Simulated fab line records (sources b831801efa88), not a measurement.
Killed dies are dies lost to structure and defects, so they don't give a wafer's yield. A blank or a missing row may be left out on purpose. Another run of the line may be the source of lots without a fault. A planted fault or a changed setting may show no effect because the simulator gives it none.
A lot that was struck, set against a sound lot | flow sky130 | 17 out of 708 route steps
Sound: the wafers L677.1, L677.2, L677.3. Wafers struck: L674.3, L674.4, L674.5. At the end, the cause is stated.
At each step with rows: each side's tool, then ch and its chambers, then its first start. Under that, the readings that differ: sound wafers | struck wafers | difference of the means | sigmas: that difference in standard deviations of wafers without a fault.
alike: words and numbers the same on both sides, and readings whose means are apart by under 2 such deviations; not compared: readings that were withheld, readings missing a value for some wafer, numbers with overlapping values and no deviation given by the record, and bounds like >300 which may hide the same value.
Wherever a step has rows on one side only, a row that says differs or no value, or a row with sigmas, the two part there. Numbers that have no deviation but don't overlap get no sigmas and don't part them. Lack of a reading on every wafer of one side parts them only where that side has two or more wafers.

SKY_LDD_HVN_OVL_MEAS_07:
  sound: overlay-02 at day 26 13:53; struck: overlay-02 at day 25 19:50
  alike: LDD_HVN_OVL
after that, 1 step had no rows for these wafers: SKY_LDD_HVN_IMPLANT_08.
SKY_LDD_HVN_STRIP_09: strips in O2/N2.
  sound on plasmaAsher-01 ch 0,1, day 26 14:04; struck on plasmaAsher-03 ch 0,1, day 25 20:02
reading                  | sound       | struck      | difference | sigmas
drypumpMotorCurrentA (A) | 5.9 5.9 5.9 | 5.8 4.9 4.9 | -0.7       | -2
  alike: oesProductAu, stripTimeToEndpointS
  not compared: rfHoursCounterH
SKY_LDD_HVN_TW_MEAS_10:
  sound: filmMetro-02 at day 26 14:10; struck: filmMetro-03 at day 25 20:07
reading    | sound          | struck         | difference | sigmas
LDD_HVN_TW | 1457 1454 1457 | 1432 1434 1433 | -23        | -2
then, 7 steps without rows for these wafers: SKY_LDD_HVP_DEHYDRATE_00 (time 60 s); SKY_LDD_HVP_HMDS_01 (prime time 60 s); SKY_LDD_HVP_COAT_02 (resist thk 300 nm); SKY_LDD_HVP_SOFTBAKE_03 (time 60 s); SKY_LDD_HVP_EXPOSE_04 (exposes mask HVPTM, target cd 700 nm); SKY_LDD_HVP_PEB_05; SKY_LDD_HVP_DEVELOP_06 (develop time 60 s).
SKY_LDD_HVP_OVL_MEAS_07:
  sound: overlay-02 at day 27 18:11; struck: overlay-01 at day 27 01:08
  alike: LDD_HVP_OVL
SKY_LDD_HVP_IMPLANT_08:
  sound on implanter-03 ch 0, day 27 18:13; struck on implanter-01 ch 0, day 27 01:13
reading          | sound            | struck            | difference | sigmas
beamOnS (s)      | 9.88 10.14 10.33 | 12.12 11.88 12.19 | +1.95      | +10
faradayCurrentUA | 97.1 94.6 92.7   | 78.9 80.8 78.8    | -15.3      | -8
SKY_LDD_HVP_STRIP_09: strips in O2/N2.
  sound on plasmaAsher-03 ch 0,1, day 27 18:22; struck on plasmaAsher-01 ch 0,1, day 27 01:21
  alike: drypumpMotorCurrentA, oesProductAu, stripTimeToEndpointS
  not compared: rfHoursCounterH
SKY_LDD_HVP_TW_MEAS_10:
  sound: filmMetro-04 at day 27 18:28; struck: filmMetro-01 at day 27 01:26
reading    | sound       | struck      | difference | sigmas
LDD_HVP_TW | 460 462 463 | 491 493 495 | +31        | +7
then, 1 step without rows for these wafers: SKY_LDD_LDN_DEHYDRATE_00 (time 60 s).
-- record jumps: 22 days separate the struck wafers' starts on either side; left off in module LDD_LDN, taken up again in module PAD_OPEN, whose first shown step is the route's number 708 --
SKY_PAD_OPEN_PROBE_99:
  sound: prober-02 at day 49 20:06; struck: prober-02 at day 49 10:23
reading                            | sound          | struck         | difference | sigmas
model.etest.tip_p_5v.rsOhmSq       | 2833 2855 2831 | 2475 2476 2483 | -362       | 
model.etest.pfetG5v0d10v5.rOnOhmUm | 4615 4630 4650 | 4671 4725 4728 | +76        | 
  alike: killed_at_M0_to_M3, killed_at_M4_up, killedAtContacts, killedAtFrontEnd, killedAtOther, killedDies, killedOpen, killedShort

## WHERE THEY PART
First at SKY_LDD_HVN_STRIP_09; last, within this record, at SKY_LDD_HVP_TW_MEAS_10. Later steps at which nothing parts them and some readings are alike: SKY_PAD_OPEN_PROBE_99.

WHY: whatever the simulator had introduced
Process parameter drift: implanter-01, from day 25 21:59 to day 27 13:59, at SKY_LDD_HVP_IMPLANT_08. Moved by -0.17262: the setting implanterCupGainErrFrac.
